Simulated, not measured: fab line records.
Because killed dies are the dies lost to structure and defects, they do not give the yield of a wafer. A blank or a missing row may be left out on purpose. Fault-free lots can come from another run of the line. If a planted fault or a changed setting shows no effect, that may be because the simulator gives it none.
Struck lot and sound lot, side by side + flow sky130 + 44 steps out of a route of 708
Sound: the wafers L316.1, L316.2, L316.6. Struck: wafer L325.3. (L325.1, L325.4 of the same lot were not struck and are left out.) The cause comes at the end.
At each step with rows: each side's tool, then ch and its chambers, then its first start. Under that, the readings that differ: sound wafers + struck wafers + difference of the means + sigmas: that difference in standard deviations of wafers without a fault.
alike: readings whose means differ by less than 2 such deviations, and words and numbers that are the same on both sides. not compared: withheld readings, readings that some wafer has no value for, bounds like >300 that may hide the same value, and numbers for which the record gives no deviation and whose values overlap.
A row with sigmas, a row that says differs or no value, or rows on one side alone: a step with any of these is where the two part. Numbers that have no deviation but don't overlap get no sigmas and don't part them. A reading that every wafer of one side lacks parts them only if that side has two wafers or more.

first, 2 steps without rows for these wafers: SKY_VIA3_CLEAN_18 (cleans in IPA, time 180 s); SKY_VIA3_CLEAN_19 (cleans in O3/DIW).
SKY_VIA3_SPUTTER_20: material TiN, target thk 20 nm, time 80 s.
  sound: pvd_sputter-01 at day 41 22:18; struck: pvd_sputter-02 at day 44 03:34
  alike: throttle_valve_pct
then, 1 step without rows for these wafers: SKY_VIA3_CVD_21 (deposits W, target thk 390 nm, time 117.31 s).
SKY_VIA3_RS_MEAS_22: uses a four-point probe to measure.
  sound: film_metro-01 at day 41 22:29; struck: film_metro-01 at day 44 03:45
  alike: VIA3_W_RS
SKY_VIA3_THK_MEAS_23: measures by xrf.
  sound: film_metro-01 at day 41 22:36; struck: film_metro-01 at day 44 03:52
  alike: VIA3_W_THK
SKY_VIA3_CMP_24: polishes, stops on SiO2, t overpolish 20 s, target thk 0 nm.
  sound on cmp-01 ch 1,2,3, day 41 22:43; struck on cmp-01 ch 3, day 44 03:56
  alike: motor_current_A, overpolish_run_s, time_to_endpoint_s
then, 1 step without rows for these wafers: SKY_METAL4_SPUTTER_00 (material Ti, target thk 15 nm, time 10 s).
SKY_METAL4_SPUTTER_01: material TiN, target thk 20 nm, time 16.7 s.
  sound: pvd_sputter-04 at day 41 22:59; struck: pvd_sputter-04 at day 44 04:15
  alike: throttle_valve_pct
then, 2 steps without rows for these wafers: SKY_METAL4_SPUTTER_02 (material AlCu, target thk 735 nm, time 39.1 s); SKY_METAL4_SPUTTER_03 (material Ti, target thk 5 nm, time 3.3 s).
SKY_METAL4_SPUTTER_04: material TiN, target thk 70 nm, time 58.3 s.
  sound: pvd_sputter-04 at day 41 23:04; struck: pvd_sputter-04 at day 44 04:20
  alike: throttle_valve_pct
SKY_CAP2M_CVD_00: deposits SiO2, target thk 15.5 nm.
  sound on pecvd-02 ch 1,2, day 41 23:07; struck on pecvd-02 ch 0, day 44 04:23
| reading                                | sound            | struck | difference | sigmas |
|----------------------------------------|------------------|--------|------------|--------|
| model.SiO2_of_CAP2M_CVD_00.thk_nm (nm) | 15.5 15.66 15.71 | 22.49  | +6.87      |        |
  alike: heater_power_w, rf_fwd_power_W
SKY_CAP2M_THK_MEAS_01:
  sound: film_metro-01 at day 41 23:08; struck: film_metro-01 at day 44 04:24
| reading               | sound             | struck | difference | sigmas |
|-----------------------|-------------------|--------|------------|--------|
| CAP2M_CVD_00_THK (nm) | 15.49 15.68 15.74 | 22.48  | +6.84      | +30    |
then, 1 step without rows for these wafers: SKY_CAP2M_SPUTTER_02 (material TiN, target thk 200 nm, time 166.7 s).
SKY_CAP2M_RS_MEAS_03: uses a four-point probe to measure.
  sound: film_metro-03 at day 41 23:19; struck: film_metro-01 at day 44 04:34
  alike: CAP2M_TIN_RS
SKY_CAP2M_THK_MEAS_04: measures by xrf.
  sound: film_metro-03 at day 41 23:26; struck: film_metro-01 at day 44 04:41
| reading            | sound             | struck | difference | sigmas |
|--------------------|-------------------|--------|------------|--------|
| CAP2M_TIN_THK (nm) | 202.1 198.9 202.2 | 192.3  | -8.8       | -3     |
then, 7 steps without rows for these wafers: SKY_CAP2M_DEHYDRATE_05 (time 60 s); SKY_CAP2M_HMDS_06 (prime time 60 s); SKY_CAP2M_COAT_07 (resist thk 1140 nm); SKY_CAP2M_SOFTBAKE_08 (time 60 s); SKY_CAP2M_EXPOSE_09 (exposes mask CAP2M, target cd 1000 nm); SKY_CAP2M_PEB_10; SKY_CAP2M_DEVELOP_11 (develop time 60 s).
SKY_CAP2M_OVL_MEAS_12:
  sound: overlay-01 at day 42 23:21; struck: overlay-01 at day 45 02:18
  alike: CAP2M_OVL
then, 1 step without rows for these wafers: SKY_CAP2M_METAL_ETCH_13 (etches TiN in Cl2/BCl3, stops on SiO2, target depth 220 nm, time 62.9 s).
SKY_CAP2M_STRIP_14: strips in O2/N2.
  sound on plasma_asher-01 ch 0,1, day 42 23:28; struck on plasma_asher-01 ch 1, day 45 02:25
  alike: drypump_motor_current_A, oes_product_au, strip_time_to_endpoint_s
  not compared: rf_hours_counter_h
then, 11 steps without rows for these wafers: SKY_CAP2M_STRIP_15 (strips in post etch residue remover, time 1200 s); SKY_CAP2M_CLEAN_16 (cleans in IPA, time 180 s); SKY_CAP2M_CLEAN_17 (cleans in O3/DIW); SKY_METAL4_DEHYDRATE_05 (time 60 s); SKY_METAL4_HMDS_06 (prime time 60 s); SKY_METAL4_COAT_07 (resist thk 60 nm); SKY_METAL4_COAT_08 (resist thk 1140 nm); SKY_METAL4_SOFTBAKE_09 (time 90 s); SKY_METAL4_EXPOSE_10 (exposes mask MM4, target cd 300 nm); SKY_METAL4_PEB_11; SKY_METAL4_DEVELOP_12 (develop time 60 s).
SKY_METAL4_CD_MEAS_13: target cd 300 nm.
  sound: cd_sem-01 at day 43 22:09; struck: cd_sem-02 at day 46 00:51
| reading    | sound             | struck | difference | sigmas |
|------------|-------------------|--------|------------|--------|
| cd_nm (nm) | 298.5 299.0 298.3 | 301.5  | +2.9       | +2     |
SKY_METAL4_OVL_MEAS_14:
  sound: overlay-01 at day 43 22:16; struck: overlay-01 at day 46 00:58
  alike: METAL4_OVL
then, 2 steps without rows for these wafers: SKY_METAL4_DESCUM_15 (chemistry O2, time 8 s); SKY_METAL4_ETCH_16 (etches BARC in N2/H2, stops on SiO2, time 88.2 s, target depth 60 nm).
SKY_METAL4_ETCH_17: etches SiO2 in C4F8/O2/Ar, stops on TiN, time 3.9 s, target depth 15 nm.
  sound on rie_diel-02 ch 0,2,3, day 43 22:26; struck on rie_diel-03 ch 0, day 46 01:08
| reading                  | sound             | struck | difference | sigmas |
|--------------------------|-------------------|--------|------------|--------|
| oes_product_au (a.u.)    | 0.747 0.760 0.753 | 0.920  | +0.167     | +23    |
| model.etch.depth_nm (nm) | 15.5 15.66 15.71  | 22.49  | +6.87      |        |
  alike: rf_fwd_power_W
  not compared: rf_hours_counter_h
-- the record jumps here: 3 days lie between the struck wafers' starts before and after (it left off in module METAL4 and takes up again in module PAD_OPEN, whose first step shown is number 708 of the route) --
SKY_PAD_OPEN_PROBE_99:
  sound: prober-02 at day 47 16:07; struck: prober-01 at day 49 12:13
| reading                               | sound                | struck    | difference | sigmas |
|---------------------------------------|----------------------|-----------|------------|--------|
| killed_short                          | 56 36 44             | 31        | -14        | -2     |
| model.etest.tester.sort_n_pass        | 389 409 413          | 0         | -404       |        |
| model.etest.tester.sort_yield_pct (%) | 79.06 83.13 83.94    | 0         | -82        |        |
| model.etest.tester.sort_bin_5_pct (%) | 12.2 9.756 9.146     | 93.5      | +83.1      |        |
| model.etest.cap_mim2.bv_v (V)         | 13.68 14.02 14.44    | 20.07     | +6.02      |        |
| model.etest.cap_mim2.leak_log10_a_cm2 | -8.896 -9.322 -9.113 | -10.25    | -1.14      |        |
| model.etest.cap_mim2.c_ff_um2         | 2.339 2.319 2.292    | 1.604     | -0.713     |        |
| model.etest.tester.sort_bin_8_pct (%) | 0 0 0                | 5.177e-10 | +5.177e-10 |        |
  alike: defect_limited_yield, killed_at_M0_to_M3, killed_at_M4_up, killed_at_contacts, killed_at_front_end, killed_at_other, killed_dies, killed_open
  not compared: model.etest.tester.sort_bin_4_pct

## WHERE THEY PART
Last at SKY_PAD_OPEN_PROBE_99 as far as this record goes, first at SKY_CAP2M_THK_MEAS_01.

WHY: the cause the simulator had injected
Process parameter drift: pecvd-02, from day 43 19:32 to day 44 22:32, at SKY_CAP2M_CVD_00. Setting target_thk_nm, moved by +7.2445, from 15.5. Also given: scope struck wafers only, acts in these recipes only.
